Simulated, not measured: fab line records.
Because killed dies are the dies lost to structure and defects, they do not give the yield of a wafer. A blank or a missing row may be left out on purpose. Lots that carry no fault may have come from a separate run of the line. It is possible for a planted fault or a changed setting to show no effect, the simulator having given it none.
The tool behind it: which one? + flow sky130 + Sampling: 12 lots, 34 wafers, 2 of 708 route steps

## WHAT THE GAUGES READ, wafer by wafer
No reading from a measuring or inspecting step in the record can be judged against a usual standard deviation.

## EACH LOT AND THE TOOL THAT RAN IT (in order: tool; ch and the chambers of the sampled wafers; start)
| lot  | SKY_CONTACT_CMP_27            | SKY_PAD_OPEN_PROBE_99   |
|------|-------------------------------|-------------------------|
| L334 | cmp-02 ch 0,1, day 31 17:15   | -                       |
| L336 | cmp-01 ch 1,2,3, day 32 06:17 | -                       |
| L335 | cmp-02 ch 0,3, day 32 12:20   | -                       |
| L337 | cmp-02 ch 1,3, day 32 15:37   | -                       |
| L338 | cmp-01 ch 0,1,3, day 32 23:31 | -                       |
| L345 | cmp-01 ch 1, day 35 08:06     | prober-01, day 48 16:52 |
| L346 | cmp-01 ch 1,3, day 35 20:35   | prober-02, day 49 03:14 |
| L347 | cmp-01 ch 0,1,3, day 36 02:02 | prober-01, day 49 07:35 |
| L349 | cmp-02 ch 0,3, day 36 18:29   | -                       |
| L350 | cmp-02 ch 2,3, day 36 20:50   | -                       |
| L352 | cmp-02 ch 1,2, day 38 02:44   | -                       |
| L357 | cmp-01 ch 0,1,3, day 38 20:36 | -                       |
- SKY_CONTACT_CMP_27: polishes, stops on SiO2, t overpolish 15 s, target thk 0 nm.
- SKY_PAD_OPEN_PROBE_99

## AS READ BY THE TOOLS THEMSELVES (means over the sampled wafers that have a number; for cases with no such wafer, the mark the record gives instead)
SKY_CONTACT_CMP_27. Usual: motor current A 11.1 A, standard deviation 0.79; overpolish run s 15.001 s, standard deviation 0.0094; time to endpoint s 82 s, standard deviation 3.2.
| lot  | tool   | motor current A (A) | overpolish run s (s) | time to endpoint s (s) | flag |
|------|--------|---------------------|----------------------|------------------------|------|
| L334 | cmp-02 | 11.6                | 15.001               | 82                     |      |
| L336 | cmp-01 | 11.3                | 15.001               | 86                     |      |
| L335 | cmp-02 | 12.7                | 15.015               | 83                     |      |
| L337 | cmp-02 | 11.6                | 15.002               | 83                     |      |
| L338 | cmp-01 | 11.1                | 14.995               | 83                     |      |
| L345 | cmp-01 | 11.8                | 7.513                | 106                    | OFF  |
| L346 | cmp-01 | 11.6                | 7.520                | 104                    | OFF  |
| L347 | cmp-01 | 11.2                | 5.032                | 110                    | OFF  |
| L349 | cmp-02 | 12.2                | 15.006               | 81                     |      |
| L350 | cmp-02 | 11.0                | 14.996               | 84                     |      |
| L352 | cmp-02 | 10.9                | 15.003               | 81                     |      |
| L357 | cmp-01 | 11.0                | 14.995               | 81                     |      |

SKY_PAD_OPEN_PROBE_99. Usual: killed_at_M0_to_M3 44, standard deviation 7; killed_at_M4_up 3.0, standard deviation 1.7; killed at contacts 24, standard deviation 5.2; killed at front end 15, standard deviation 4.8; killed at other 0.2, standard deviation 0.56; killed dies 86, standard deviation 9.7; killed on rim 17, standard deviation 4.1; killed open 47, standard deviation 7.1; killed short 39, standard deviation 6.3.
| lot  | tool      | killed_at_M0_to_M3 | killed_at_M4_up | killed at contacts | killed at front end | killed at other | killed dies | killed on rim | killed open | killed short | flag |
|------|-----------|--------------------|-----------------|--------------------|---------------------|-----------------|-------------|---------------|-------------|--------------|------|
| L345 | prober-01 | 38                 | 1.5             | 230                | 15                  | 0.0             | 285         | 54            | 42          | 40           | OFF  |
| L346 | prober-02 | 49                 | 4.0             | 227                | 10                  | 2.0             | 292         | 58            | 55          | 36           | OFF  |
| L347 | prober-01 | 48                 | 3.3             | 289                | 18                  | 1.3             | 360         | 72            | 54          | 39           | OFF  |

## THE ANSWER, worked out from the rows above alone
Rule: a lot is off if the mean of its wafers that have a number lies more than 3 standard deviations from the usual mean. A lot without any number at a reading at which 4 lots or more have one is off too. The other lots that the step has rows for count as sound. After the gauges, taken in route order, come the tools' own readings; for these a lot's mean is taken, as printed above. The first step at which some lot is off is used, and at that step the reading that is off furthest; a lot without a number counts as furthest.
Off: L345, L346, L347 (SKY_CONTACT_CMP_27, overpolish run s).
A tool fits if, at that step or a process step before it, it ran every lot that is off, and no sound lot after the first of them. Of those tried, none fits.

## WHAT THE SIMULATOR HAD PUT IN
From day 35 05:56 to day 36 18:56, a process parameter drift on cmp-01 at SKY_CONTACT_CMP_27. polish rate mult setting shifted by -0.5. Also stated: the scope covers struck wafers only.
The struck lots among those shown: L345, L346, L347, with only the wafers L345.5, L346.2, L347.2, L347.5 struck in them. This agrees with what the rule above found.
